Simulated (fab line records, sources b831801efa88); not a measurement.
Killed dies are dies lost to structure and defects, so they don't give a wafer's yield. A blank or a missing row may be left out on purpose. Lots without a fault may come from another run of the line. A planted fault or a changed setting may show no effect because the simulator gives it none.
Which tool did it? | flow gf180mcu | 12 lots, 36 wafers sampled, at 3 steps of a route of 602

WHAT THE GAUGES READ, wafer by wafer
GF_V1_OVL_MEAS_15. Usual: V1_OVL 0 nm, standard deviation 5.5.
lot  | measured     | on         | V1_OVL (nm) | flag
L647 | day 18 10:31 | overlay-01 | 7 4 7       |
L654 | day 21 00:03 | overlay-01 | -2 -5 7     |
L658 | day 22 09:43 | overlay-02 | -3 -4 -2    |
L660 | day 23 01:58 | overlay-02 | -10 -13 -7  |
L661 | day 23 08:41 | overlay-02 | -1 1 -3     |
L662 | day 23 12:03 | overlay-02 | 4 -1 -3     |
L664 | day 24 05:55 | overlay-02 | -3 5 5      |
L665 | day 24 18:10 | overlay-01 | 0 4 1       |
L666 | day 24 22:31 | overlay-02 | 1 0 7       |
L667 | day 25 08:16 | overlay-01 | 5 6 7       |
L668 | day 25 16:06 | overlay-02 | 0 -4 4      |
L670 | day 26 04:52 | overlay-01 | 4 4 3       |

GF_M2_CD_MEAS_14: target cd 280 nm. Usual: cd_nm 280.1 nm, standard deviation 1.2.
lot  | measured     | on        | cd_nm (nm)        | flag
L647 | day 19 12:31 | cd_sem-01 | 280.7 280.1 279.2 |
L654 | day 22 01:07 | cd_sem-01 | 280.0 281.5 280.6 |
L658 | day 23 09:33 | cd_sem-01 | 282.0 280.6 281.5 |
L660 | day 24 01:43 | cd_sem-02 | 280.1 279.8 281.0 |
L661 | day 24 10:37 | cd_sem-01 | 279.6 280.9 279.7 |
L662 | day 24 12:14 | cd_sem-01 | 281.1 280.2 281.4 |
L664 | day 25 04:58 | cd_sem-01 | 278.2 279.2 277.3 |
L665 | day 25 17:13 | cd_sem-02 | 280.2 281.8 282.2 |
L666 | day 25 21:43 | cd_sem-01 | 279.6 278.9 279.0 |
L667 | day 26 06:37 | cd_sem-01 | 281.3 281.5 282.1 |
L668 | day 26 13:46 | cd_sem-02 | 278.0 278.1 278.6 |
L670 | day 27 02:39 | cd_sem-02 | 280.1 280.3 279.8 |

WHICH TOOL RAN EACH LOT (tool, then ch and the chambers of the sampled wafers, then the start)
lot  | GF_V1_ETCH_16
L647 | rie_diel-04 ch 0,1,2, day 18 10:32
L654 | rie_diel-02 ch 0,1,3, day 21 00:05
L658 | rie_diel-04 ch 0,1,2, day 22 09:46
L660 | rie_diel-02 ch 1,2,3, day 23 01:59
L661 | rie_diel-04 ch 0,2,3, day 23 08:44
L662 | rie_diel-01 ch 1,2,3, day 23 12:05
L664 | rie_diel-04 ch 0,1, day 24 05:57
L665 | rie_diel-02 ch 2,3, day 24 18:12
L666 | rie_diel-04 ch 1,2, day 24 22:34
L667 | rie_diel-04 ch 0,1, day 25 08:17
L668 | rie_diel-02 ch 0,2,3, day 25 16:08
L670 | rie_diel-01 ch 0,1, day 26 04:54
- GF_V1_ETCH_16: etches BARC in N2/H2.

WHAT THE TOOLS THEMSELVES READ (means of the sampled wafers that have a number; where no wafer has one, the mark that the record gives instead)
GF_V1_ETCH_16. Usual: drypump_motor_current_A 5.7 A, standard deviation 0.37; oes_product_au 0.855 a.u., standard deviation 0.0047; rf_fwd_power_W 495.2 W, standard deviation 2; throttle_valve_pct 13.225 %, standard deviation 0.0092.
lot  | tool        | drypump_motor_current_A (A) | oes_product_au (a.u.) | rf_fwd_power_W (W) | throttle_valve_pct (%) | flag
L647 | rie_diel-04 | 5.7                         | 0.855                 | 494.9              | 13.221                 |
L654 | rie_diel-02 | 5.6                         | 0.860                 | 495.7              | 13.227                 |
L658 | rie_diel-04 | 5.7                         | 0.855                 | 496.3              | 13.224                 |
L660 | rie_diel-02 | 5.6                         | 0.855                 | 496.5              | 13.223                 |
L661 | rie_diel-04 | 6.0                         | 0.854                 | 494.3              | 13.228                 |
L662 | rie_diel-01 | 5.7                         | 0.859                 | 493.1              | 13.229                 |
L664 | rie_diel-04 | 5.5                         | 0.855                 | 493.0              | 13.220                 |
L665 | rie_diel-02 | 5.7                         | 0.852                 | 494.0              | 13.220                 |
L666 | rie_diel-04 | 5.8                         | 0.857                 | 497.1              | 13.219                 |
L667 | rie_diel-04 | 5.6                         | 0.859                 | 494.1              | 13.235                 |
L668 | rie_diel-02 | 5.7                         | 0.858                 | 497.2              | 13.224                 |
L670 | rie_diel-01 | 5.5                         | 0.851                 | 495.0              | 13.227                 |

THE ANSWER, worked out from the rows above alone
Rule: a lot is off if the mean of its wafers that have a number lies more than 3 standard deviations from the usual mean. A lot without any number at a reading at which 4 lots or more have one is off too. The other lots that the step has rows for count as sound. The gauges are gone through in route order, then the tools' own readings, and for those a lot's mean is taken as printed above. The first step at which some lot is off is used, and at that step the reading that is off furthest; a lot without a number counts as furthest.
No lot is off at any reading shown: from this, nothing can be told.

WHAT THE SIMULATOR HAD PUT IN
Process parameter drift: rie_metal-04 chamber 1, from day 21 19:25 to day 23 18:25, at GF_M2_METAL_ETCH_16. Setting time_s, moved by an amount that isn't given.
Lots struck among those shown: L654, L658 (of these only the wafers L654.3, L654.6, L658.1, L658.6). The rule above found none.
